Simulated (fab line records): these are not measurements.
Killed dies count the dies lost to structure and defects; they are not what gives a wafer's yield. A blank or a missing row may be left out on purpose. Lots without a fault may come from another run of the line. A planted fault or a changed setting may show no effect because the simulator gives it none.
fab line records	flow sky130
record: lots: 13	wafers: 39	last-day: 50
route steps=708 shown LDD_HVP@287 CAP2M@606 VIA4@656 PAD_OPEN@708
lots that met no fault: taken from a fault-free run of the same line
start-h: start of the lot's first displayed wafer, in hours after the record's first day	wait-h: time in hours since the lot's previous step	" as in the row above	L1.1+2: several wafers, shown together as one row	- either no value or no given start	* or withheld: withheld	< > ~ a bound
route shown NAME@n: NAME is a module with steps in the file, n the number in the route of the first one	usual: mean and standard deviation over wafers with no fault	same: alike in all rows	chamber/n: place in a boat	sites: each site's reading	_std_site: how widely they spread, as a standard deviation	_edge_site: mean of outer sites minus mean of inner sites	radius-mm: how far each site lies from the wafer's centre	mask NAME#n: copy n	behind: the last tool/chamber to shape the wafer	hold: why the lot went on hold/how many hours it stayed there/how the hold came to an end	device: names the non-switching transistor (n, p or np)	end of line: the tests these same wafers got at the end of their route	for a step that has no rows: nothing shown but its recipe	killed: count of dies lost to structure and defects at first sort (not the wafer's yield)	map: per-die view of a wafer (x killed, . not killed, _ where there is no die)
set.NAME: the run value of the setting; set.NAME@STEP: its run value at that earlier step	model.NAME: the simulator's own value behind a step, which no gauge read
the route's steps for a sample of lots (tables are steps, rows are wafers)
services: a tool's chamber out of use, with start hour (start-h, from the record's first day; less than 0 if before it), hours out, and reason
== steps ==
step: SKY_LDD_HVP_STRIP_09
recipe: chemistry: O2/N2	power-w: 1400	pressure-mtorr: 1500	platen-temp-c: withheld	o2-flow-sccm: 3000	n2-flow-sccm: 300	overash-fraction: 0.5
usual: drypump-motor-current-A: 5.61/0.24	oes-product-au: 0.408/0.005	strip-time-to-endpoint-s: 4.132/0.014
lot.wafer	tool	chamber	start-h	wait-h	drypump-motor-current-A	oes-product-au	rf-hours-counter-h	strip-time-to-endpoint-s
L464.2	plasma-asher-02	1	499.36	0.1	5.57	0.411	38	4.143
L464.5	"	1	"	"	5.59	0.401	-	4.157
L464.6	"	0	"	"	5.42	0.404	-	4.132
L465.2	plasma-asher-02	0	509.41	0.1	5.42	0.416	39	4.112
L465.3	"	1	"	"	5.56	0.407	-	4.122
L465.4	"	0	"	"	5.44	0.413	-	4.101
L467.2	plasma-asher-01	1	530.31	0.1	6.03	0.407	6	4.114
L467.3	"	1	"	"	6.05	0.414	-	4.131
L467.6	"	1	"	"	6.05	0.408	-	4.125
L468.2	plasma-asher-04	0	531.25	0.1	5.74	0.411	84	4.111
L468.3	"	1	"	"	5.23	0.400	-	4.117
L468.5	"	0	"	"	5.75	0.408	-	4.125
L469.2	plasma-asher-01	1	535.50	0.1	6.00	0.403	7	4.129
L469.5	"	0	"	"	5.54	0.410	-	4.117
L469.6	"	1	"	"	6.02	0.407	-	4.125
L470.2	plasma-asher-01	1	551.75	0.1	6.02	0.405	9	4.168
L470.4	"	0	"	"	5.54	0.414	-	4.153
L470.6	"	1	"	"	6.02	0.403	-	4.146
L473.1	plasma-asher-01	0	567.15	0.1	5.54	0.412	10	4.144
L473.3	"	1	"	"	6.03	0.414	-	4.148
L473.5	"	0	"	"	5.55	0.414	-	4.115
L475.1	plasma-asher-01	1	588.16	0.1	6.00	0.410	12	4.138
L475.2	"	0	"	"	5.55	0.407	12	4.146
L475.6	"	0	"	"	5.55	0.402	-	4.151
L478.1	plasma-asher-02	1	614.31	0.1	5.57	0.413	50	4.105
L478.2	"	0	"	"	5.43	0.409	50	4.121
L478.5	"	1	"	"	5.57	0.409	-	4.114
L483.2	plasma-asher-01	0	665.61	0.1	5.55	0.412	20	4.141
L483.5	"	1	"	"	5.94	0.407	-	4.137
L483.6	"	0	"	"	5.54	0.413	-	4.153
L484.1	plasma-asher-01	1	667.25	0.1	6.04	0.403	20	4.129
L484.5	"	1	"	"	6.06	0.406	-	4.094
L484.6	"	0	"	"	5.56	0.411	-	4.126
L486.2	plasma-asher-01	0	681.60	0.1	5.56	0.411	21	4.133
L486.4	"	1	"	"	6.01	0.416	-	4.130
L486.5	"	1	"	"	6.01	0.408	-	4.136
L487.1	plasma-asher-01	1	688.55	0.1	6.09	0.413	22	4.154
L487.5	"	0	"	"	5.52	0.394	-	4.153
L487.6	"	1	"	"	6.09	0.405	-	4.113
step: SKY_CAP2M_RS_MEAS_03
recipe: thk-meas-gauge: four-point-probe	reads: TiN_of_CAP2M_SPUTTER_02
usual: CAP2M_TIN_RS: 6.95/0.073
lot.wafer	tool	chamber	start-h	wait-h	CAP2M_TIN_RS[ohm/sq]
L464.2	film-metro-04	-	936.84	0.1	7.06
L464.5	"	-	"	"	7.12
L464.6	"	-	"	"	7.05
L465.2	film-metro-01	-	940.55	0.1	7.00
L465.3	"	-	"	"	6.88
L465.4	"	-	"	"	6.90
L467.2	film-metro-01	-	959.92	0.1	7.00
L467.3	"	-	"	"	7.00
L467.6	"	-	"	"	6.95
L468.2	film-metro-01	-	960.35	0.1	6.82
L468.3	"	-	"	"	6.88
L468.5	"	-	"	"	6.90
L469.2	film-metro-01	-	964.02	0.1	6.88
L469.5	"	-	"	"	6.90
L469.6	"	-	"	"	6.97
L470.2	film-metro-02	-	976.45	0.1	6.98
L470.4	"	-	"	"	7.05
L470.6	"	-	"	"	6.97
L473.1	film-metro-04	-	990.52	0.1	6.98
L473.3	"	-	"	"	6.85
L473.5	"	-	"	"	6.95
L475.1	film-metro-02	-	1002.56	0.1	6.86
L475.2	"	-	"	"	6.99
L475.6	"	-	"	"	7.03
L478.1	film-metro-04	-	1024.62	0.1	6.91
L478.2	"	-	"	"	6.89
L478.5	"	-	"	"	6.84
L483.2	film-metro-01	-	1065.92	0.1	6.99
L483.5	"	-	"	"	6.96
L483.6	"	-	"	"	6.93
L484.1	film-metro-04	-	1066.00	0.1	6.90
L484.5	"	-	"	"	6.92
L484.6	"	-	"	"	6.94
L486.2	film-metro-04	-	1076.97	0.1	6.91
L486.4	"	-	"	"	6.88
L486.5	"	-	"	"	6.87
L487.1	film-metro-01	-	1083.40	0.1	6.92
L487.5	"	-	"	"	6.93
L487.6	"	-	"	"	6.96
step: SKY_VIA4_SPUTTER_17
recipe: material: TiN	target-thk-nm: 20	chamber-pressure-pa: 5	power-w: 4000	time-s: 80
usual: throttle-valve-pct: 30.4/0.96
lot.wafer	tool	chamber	start-h	wait-h	throttle-valve-pct
L464.2	pvd-sputter-01	-	1012.01	0.0	31.0
L464.5	"	-	"	"	31.1
L464.6	"	-	"	"	30.3
L465.2	pvd-sputter-01	-	1014.61	0.0	30.2
L465.3	"	-	"	"	30.2
L465.4	"	-	"	"	31.7
L467.2	pvd-sputter-04	-	1032.27	0.0	30.9
L467.3	"	-	"	"	30.5
L467.6	"	-	"	"	30.2
L468.2	pvd-sputter-02	-	1032.62	0.0	29.2
L468.3	"	-	"	"	30.0
L468.5	"	-	"	"	30.1
L469.2	pvd-sputter-01	-	1035.61	0.0	31.2
L469.5	"	-	"	"	32.0
L469.6	"	-	"	"	30.9
L470.2	pvd-sputter-04	-	1048.31	0.0	27.7
L470.4	"	-	"	"	30.2
L470.6	"	-	"	"	27.5
L473.1	pvd-sputter-01	-	1060.56	0.0	30.3
L473.3	"	-	"	"	30.5
L473.5	"	-	"	"	30.4
L475.1	pvd-sputter-04	-	1072.50	0.0	30.7
L475.2	"	-	"	"	30.4
L475.6	"	-	"	"	30.6
L478.1	pvd-sputter-01	-	1092.87	0.0	31.9
L478.2	"	-	"	"	30.2
L478.5	"	-	"	"	31.0
L483.2	pvd-sputter-01	-	1130.09	0.0	30.2
L483.5	"	-	"	"	31.7
L483.6	"	-	"	"	30.2
L484.1	pvd-sputter-01	-	1130.56	0.0	30.0
L484.5	"	-	"	"	30.3
L484.6	"	-	"	"	30.3
L486.2	pvd-sputter-04	-	1138.61	0.0	30.8
L486.4	"	-	"	"	30.8
L486.5	"	-	"	"	30.4
L487.1	pvd-sputter-04	-	1145.20	0.0	30.8
L487.5	"	-	"	"	30.8
L487.6	"	-	"	"	30.0
step: SKY_VIA4_CVD_18
recipe: material: W	target-thk-nm: 505	time-s: 152.14	temp-c: 400	pressure-torr: 40
usual: heater-power-w: 872/44
lot.wafer	tool	chamber	start-h	wait-h	heater-power-w
L464.2	cvd-w-02	1	1012.07	0.0	914
L464.5	"	1	"	"	944
L464.6	"	0	"	"	899
L465.2	cvd-w-02	1	1014.67	0.0	902
L465.3	"	0	"	"	869
L465.4	"	1	"	"	900
L467.2	cvd-w-01	0	1032.33	0.0	781
L467.3	"	1	"	"	837
L467.6	"	1	"	"	839
L468.2	cvd-w-02	0	1032.68	0.0	864
L468.3	"	0	"	"	876
L468.5	"	0	"	"	894
L469.2	cvd-w-02	0	1035.67	0.0	864
L469.5	"	0	"	"	872
L469.6	"	1	"	"	930
L470.2	cvd-w-01	1	1048.38	0.0	857
L470.4	"	0	"	"	803
L470.6	"	0	"	"	798
L473.1	cvd-w-02	1	1060.62	0.0	918
L473.3	"	0	"	"	886
L473.5	"	0	"	"	872
L475.1	cvd-w-02	0	1072.56	0.0	877
L475.2	"	1	"	"	915
L475.6	"	1	"	"	923
L478.1	cvd-w-01	1	1092.93	0.0	861
L478.2	"	0	"	"	806
L478.5	"	0	"	"	794
L483.2	cvd-w-01	0	1130.15	0.0	818
L483.5	"	0	"	"	817
L483.6	"	1	"	"	866
L484.1	cvd-w-02	1	1130.62	0.0	929
L484.5	"	0	"	"	874
L484.6	"	1	"	"	925
L486.2	cvd-w-01	1	1138.68	0.0	858
L486.4	"	0	"	"	815
L486.5	"	1	"	"	849
L487.1	cvd-w-02	0	1145.27	0.0	897
L487.5	"	1	"	"	940
L487.6	"	0	"	"	889
step: SKY_PAD_OPEN_PROBE_99
usual: killed_at_M0_to_M3: 44/6	killed_at_M4_up: 2.9/1.5	killed-at-contacts: 24/4.9	killed-at-front-end: 16/4.3	killed-at-other: 0.3/0.54	killed-dies: 87/8.7	killed-open: 48/6.7	killed-short: 39/5.9
same: gross-dies: 492	killed-at-back-side: 0
lot.wafer	tool	chamber	start-h	wait-h	killed_at_M0_to_M3	killed_at_M4_up	killed-at-contacts	killed-at-front-end	killed-at-other	killed-dies	killed-open	killed-short
L470.2	prober-02	-	1115.20	0.1	48	3	33	15	0	99	52	47
L470.4	prober-02	-	1115.30	0.2	39	1	32	69	1	142	48	32
L470.6	prober-02	-	1115.40	0.2	46	2	23	18	0	89	55	34
L473.1	prober-01	-	1127.01	0.1	34	2	20	84	0	140	47	31
L473.3	prober-01	-	1127.11	0.2	38	1	23	19	0	81	46	35
L473.5	prober-01	-	1127.21	0.2	33	0	21	74	0	128	40	28
L475.1	prober-01	-	1137.50	0.1	42	4	29	17	1	93	48	45
L475.2	prober-01	-	1137.55	0.1	40	3	22	73	0	138	45	33
L475.6	prober-01	-	1137.75	0.2	29	4	25	79	0	137	51	27
killed by level:class
L470.2 CONTACT:geometric-particle:open=11 METAL1:geometric-particle:short=11 VIA1:geometric-particle:open=9 LI_CONTACT:geometric-particle:open=8 VIA1:geometric-particle:short=7 VIA3:geometric-particle:open=7 CONTACT:geometric-particle:short=6 LOCAL_INTERCONNECT:geometric-particle:short=5
L470.4 LDD_HVP:unspecified=62 CONTACT:geometric-particle:open=13 VIA1:geometric-particle:open=9 VIA2:geometric-particle:open=9 CONTACT:geometric-particle:short=7 LI_CONTACT:geometric-particle:open=5 LI_CONTACT:geometric-particle:short=4 VIA1:geometric-particle:short=4
L470.6 VIA1:geometric-particle:open=13 CONTACT:geometric-particle:open=10 METAL1:geometric-particle:short=8 LI_CONTACT:geometric-particle:open=6 VIA3:geometric-particle:open=6 FIELD_ISO:geometric-particle:short=5 VIA1:geometric-particle:short=5 SONOS_ONO:geometric-particle:open=4
L473.1 LDD_HVP:unspecified=62 CONTACT:geometric-particle:open=10 VIA1:geometric-particle:open=8 METAL2:geometric-particle:short=7 FIELD_ISO:geometric-particle:open=6 LI_CONTACT:geometric-particle:open=6 VIA3:geometric-particle:open=5 VIA2:geometric-particle:open=5
L473.3 VIA3:geometric-particle:open=9 VIA1:geometric-particle:short=6 LI_CONTACT:geometric-particle:open=6 CONTACT:geometric-particle:short=6 VIA1:geometric-particle:open=6 POLY_GATE:geometric-particle:open=5 CONTACT:geometric-particle:open=5 VIA2:geometric-particle:open=4
L473.5 LDD_HVP:unspecified=60 VIA1:geometric-particle:open=11 CONTACT:geometric-particle:short=6 FIELD_ISO:geometric-particle:open=5 CONTACT:geometric-particle:open=5 METAL2:geometric-particle:short=5 VIA2:geometric-particle:open=5 POLY_GATE:geometric-particle:short=4
L475.1 VIA1:geometric-particle:open=12 CONTACT:geometric-particle:open=10 METAL2:geometric-particle:short=8 LI_CONTACT:geometric-particle:open=6 CONTACT:geometric-particle:short=6 FIELD_ISO:geometric-particle:open=5 FIELD_ISO:geometric-particle:short=5 VIA2:geometric-particle:open=5
L475.2 LDD_HVP:unspecified=60 CONTACT:geometric-particle:open=9 VIA1:geometric-particle:open=8 VIA2:geometric-particle:open=6 POLY_GATE:geometric-particle:open=5 CONTACT:geometric-particle:short=5 LOCAL_INTERCONNECT:geometric-particle:short=5 VIA3:geometric-particle:open=5
L475.6 LDD_HVP:unspecified=59 VIA1:geometric-particle:open=13 CONTACT:geometric-particle:open=10 POLY_GATE:geometric-particle:open=9 LI_CONTACT:geometric-particle:open=6 POLY_GATE:geometric-particle:short=5 VIA3:geometric-particle:open=5 CONTACT:geometric-particle:short=4
== services ==
tool	chamber	start-h	hours	kind
pvd-sputter-04	-	479.54	25.4	repair
cvd-w-01	-	487.38	15.0	repair
plasma-asher-01	-	488.52	6.4	repair
plasma-asher-01	-	494.95	28.1	pm
pvd-sputter-01	-	526.22	0.8	repair
cvd-w-02	0	533.52	14.1	repair
cvd-w-02	1	554.18	4.6	repair
cvd-w-02	-	602.58	6.9	pm
pvd-sputter-01	-	653.91	21.4	repair
pvd-sputter-01	-	662.25	4.1	repair
cvd-w-02	-	668.47	2.8	pm
plasma-asher-01	-	677.68	2.8	pm
plasma-asher-01	-	704.48	3.2	repair
plasma-asher-01	-	722.98	2.2	repair
plasma-asher-01	-	743.43	28.3	pm
cvd-w-02	0	751.11	1.4	repair
plasma-asher-01	-	790.51	2.7	repair
pvd-sputter-01	-	824.31	1.1	repair
cvd-w-02	-	839.92	14.5	repair
plasma-asher-01	-	994.99	2.2	repair
cvd-w-02	1	995.28	9.5	repair
plasma-asher-01	-	1016.82	6.5	repair
plasma-asher-01	-	1120.21	1.6	repair
plasma-asher-01	-	1144.55	14.6	pm
== key ==
first-sign: step: SKY_PAD_OPEN_PROBE_99	reading: killed-at-front-end	direction: up	sigmas: 14	usual: 16	struck: 76
effect: step: SKY_PAD_OPEN_PROBE_99	reading: killed-dies	direction: up	sigmas: 5.8	usual: 87	struck: 137
met-at SKY_LDD_HVP_STRIP_09
struck-lots L470,L473,L475
struck-wafers L470.4,L473.1,L473.5,L475.2,L475.6
tester-left-out L470,L473,L475
not-acting-at SKY_CAP2M_RS_MEAS_03,SKY_VIA4_SPUTTER_17,SKY_VIA4_CVD_18
onset-between 535.50 551.75
fault: kind: chamber-particle-source	tool: plasma-asher-01	chamber: 0	onset-h: 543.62	steps: SKY_LDD_HVP_STRIP_09	rate-per-visit-cm2: 1.7486	end-h: 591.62
tester-left-out: of these lots the tester's yield and bins aren't shown, on N5 and GAA mostly nor the transistor test; their killed dies are dies lost to structure and defects alone, not to doping, threshold or leakage, so they don't give the yield
